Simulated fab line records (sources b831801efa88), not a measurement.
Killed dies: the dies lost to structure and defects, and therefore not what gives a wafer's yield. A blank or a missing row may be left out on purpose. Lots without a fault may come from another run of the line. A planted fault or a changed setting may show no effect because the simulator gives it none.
Check of tool commonality / flow sky130 / 36 wafers sampled across 12 lots

## WHY THIS WAS OPENED
SKY_VT_ADJUST_LVTN_OVL_MEAS_18, reading VT_ADJUST_LVTN_01_OVL: flagged on 4 of 12 lots. No-fault wafers: -0.1 nm, standard deviation 1.3.
Rule: a lot is flagged when every wafer of it that has a number lies more than 4 standard deviations from that mean, or none has a number. The rest of the lots are taken to be sound.

lot=L596; measured=day 8 00:16; on=overlay-02; VT_ADJUST_LVTN_01_OVL (nm), wafer by wafer=0.0 -1.8 -0.3; flag=
lot=L597; measured=day 8 05:26; on=overlay-01; VT_ADJUST_LVTN_01_OVL (nm), wafer by wafer=0.3 1.1 -0.2; flag=
lot=L599; measured=day 8 17:51; on=overlay-01; VT_ADJUST_LVTN_01_OVL (nm), wafer by wafer=-0.4 1.0 1.1; flag=
lot=L600; measured=day 9 03:38; on=overlay-02; VT_ADJUST_LVTN_01_OVL (nm), wafer by wafer=-1.2 -1.0 -0.7; flag=
lot=L602; measured=day 9 16:28; on=overlay-02; VT_ADJUST_LVTN_01_OVL (nm), wafer by wafer=0.2 -0.2 -0.3; flag=
lot=L603; measured=day 9 23:35; on=overlay-02; VT_ADJUST_LVTN_01_OVL (nm), wafer by wafer=-0.3 0.4 0.5; flag=
lot=L604; measured=day 10 09:43; on=overlay-02; VT_ADJUST_LVTN_01_OVL (nm), wafer by wafer=-0.2 -1.8 -0.7; flag=
lot=L607; measured=day 11 01:44; on=overlay-02; VT_ADJUST_LVTN_01_OVL (nm), wafer by wafer=184.3 185.8 183.0; flag=FLAGGED
lot=L608; measured=day 11 08:44; on=overlay-02; VT_ADJUST_LVTN_01_OVL (nm), wafer by wafer=184.9 183.9 183.5; flag=FLAGGED
lot=L609; measured=day 11 13:08; on=overlay-02; VT_ADJUST_LVTN_01_OVL (nm), wafer by wafer=183.2 182.9 183.2; flag=FLAGGED
lot=L610; measured=day 11 20:25; on=overlay-02; VT_ADJUST_LVTN_01_OVL (nm), wafer by wafer=185.2 183.8 184.5; flag=FLAGGED
lot=L613; measured=day 12 16:10; on=overlay-02; VT_ADJUST_LVTN_01_OVL (nm), wafer by wafer=1.6 1.0 0.6; flag=
The numbers of the flagged lots are 184.0 nm on average: +184.1 nm against the usual, or +99 or more standard deviations.

## TOOL THAT RAN EACH LOT
The record holds 2 process steps before the reading, out of a route of 708 steps. Each cell gives the tool, then ch followed by the chambers the sampled wafers passed through, then the start.
lot=L596; flag=; SKY_NWELL_STRIP_25=plasma_asher-03 ch 0,1, day 5 13:11; SKY_VT_ADJUST_LVTN_EXPOSE_15=iline_stepper-02 ch 0, day 7 14:27
lot=L597; flag=; SKY_NWELL_STRIP_25=plasma_asher-01 ch 0,1, day 5 19:05; SKY_VT_ADJUST_LVTN_EXPOSE_15=iline_stepper-02 ch 0, day 7 18:56
lot=L599; flag=; SKY_NWELL_STRIP_25=plasma_asher-02 ch 0,1, day 6 06:20; SKY_VT_ADJUST_LVTN_EXPOSE_15=iline_stepper-02 ch 0, day 8 08:22
lot=L600; flag=; SKY_NWELL_STRIP_25=plasma_asher-03 ch 0,1, day 6 15:17; SKY_VT_ADJUST_LVTN_EXPOSE_15=iline_stepper-02 ch 0, day 8 16:55
lot=L602; flag=; SKY_NWELL_STRIP_25=plasma_asher-01 ch 0,1, day 7 02:38; SKY_VT_ADJUST_LVTN_EXPOSE_15=iline_stepper-02 ch 0, day 9 06:06
lot=L603; flag=; SKY_NWELL_STRIP_25=plasma_asher-03 ch 0,1, day 7 08:11; SKY_VT_ADJUST_LVTN_EXPOSE_15=iline_stepper-02 ch 0, day 9 12:28
lot=L604; flag=; SKY_NWELL_STRIP_25=plasma_asher-02 ch 0,1, day 7 17:38; SKY_VT_ADJUST_LVTN_EXPOSE_15=iline_stepper-02 ch 0, day 9 22:57
lot=L607; flag=FLAGGED; SKY_NWELL_STRIP_25=plasma_asher-01 ch 0,1, day 8 08:59; SKY_VT_ADJUST_LVTN_EXPOSE_15=iline_stepper-02 ch 0, day 10 15:07
lot=L608; flag=FLAGGED; SKY_NWELL_STRIP_25=plasma_asher-02 ch 0,1, day 8 14:14; SKY_VT_ADJUST_LVTN_EXPOSE_15=iline_stepper-02 ch 0, day 10 21:46
lot=L609; flag=FLAGGED; SKY_NWELL_STRIP_25=plasma_asher-02 ch 0,1, day 8 18:32; SKY_VT_ADJUST_LVTN_EXPOSE_15=iline_stepper-02 ch 0, day 11 01:35
lot=L610; flag=FLAGGED; SKY_NWELL_STRIP_25=plasma_asher-02 ch 0,1, day 9 00:38; SKY_VT_ADJUST_LVTN_EXPOSE_15=iline_stepper-02 ch 0, day 11 08:25
lot=L613; flag=; SKY_NWELL_STRIP_25=plasma_asher-03 ch 0,1, day 9 18:14; SKY_VT_ADJUST_LVTN_EXPOSE_15=iline_stepper-01 ch 0, day 12 04:54
What these steps do:
- SKY_NWELL_STRIP_25: strips in O2/N2.
- SKY_VT_ADJUST_LVTN_EXPOSE_15: exposes mask HVN STD DERIVED, target cd 600 nm.
- SKY_VT_ADJUST_LVTN_OVL_MEAS_18

## FLAGGED OVER TOTAL, TOOL BY TOOL (the gauges that took the reading come last)
step=SKY_NWELL_STRIP_25; tool=plasma_asher-01; lots run=3; flagged=1; share of the flagged lots=some; sound lots run after its first flagged lot=0
step=SKY_NWELL_STRIP_25; tool=plasma_asher-02; lots run=5; flagged=3; share of the flagged lots=some; sound lots run after its first flagged lot=0
step=SKY_NWELL_STRIP_25; tool=plasma_asher-03; lots run=4; flagged=0; share of the flagged lots=none; sound lots run after its first flagged lot=-
step=SKY_VT_ADJUST_LVTN_EXPOSE_15; tool=iline_stepper-01; lots run=1; flagged=0; share of the flagged lots=none; sound lots run after its first flagged lot=-
step=SKY_VT_ADJUST_LVTN_EXPOSE_15; tool=iline_stepper-02; lots run=11; flagged=4; share of the flagged lots=all; sound lots run after its first flagged lot=0
step=SKY_VT_ADJUST_LVTN_OVL_MEAS_18; tool=overlay-01; lots run=2; flagged=0; share of the flagged lots=none; sound lots run after its first flagged lot=-
step=SKY_VT_ADJUST_LVTN_OVL_MEAS_18; tool=overlay-02; lots run=10; flagged=4; share of the flagged lots=all; sound lots run after its first flagged lot=1 (L613)

## WHAT THE TABLE PERMITS
2 rows of the table ran every flagged lot: iline_stepper-02 at SKY_VT_ADJUST_LVTN_EXPOSE_15, overlay-02 at SKY_VT_ADJUST_LVTN_OVL_MEAS_18.
- iline_stepper-02 at SKY_VT_ADJUST_LVTN_EXPOSE_15: 4 of its 11 lots flagged. It ran its last sound lot, L604, at day 9 22:57 and its first flagged lot, L607, at day 10 15:07: a fault with its onset between the two fits.
- overlay-02 at SKY_VT_ADJUST_LVTN_OVL_MEAS_18: 4 of its 10 lots flagged. Sound lots ran on it after the first flagged one (L613), which a lasting fault on the whole tool wouldn't allow.
What remains is a single tool, iline_stepper-02 at SKY_VT_ADJUST_LVTN_EXPOSE_15.

## WHAT WAS PUT IN BY THE SIMULATOR
Scanner matching overlay: iline_stepper-02, from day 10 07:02 on, at SKY_VT_ADJUST_LVTN_EXPOSE_15. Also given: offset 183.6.
Lots struck among those shown: L607, L608, L609, L610. Same finding as the rule above.
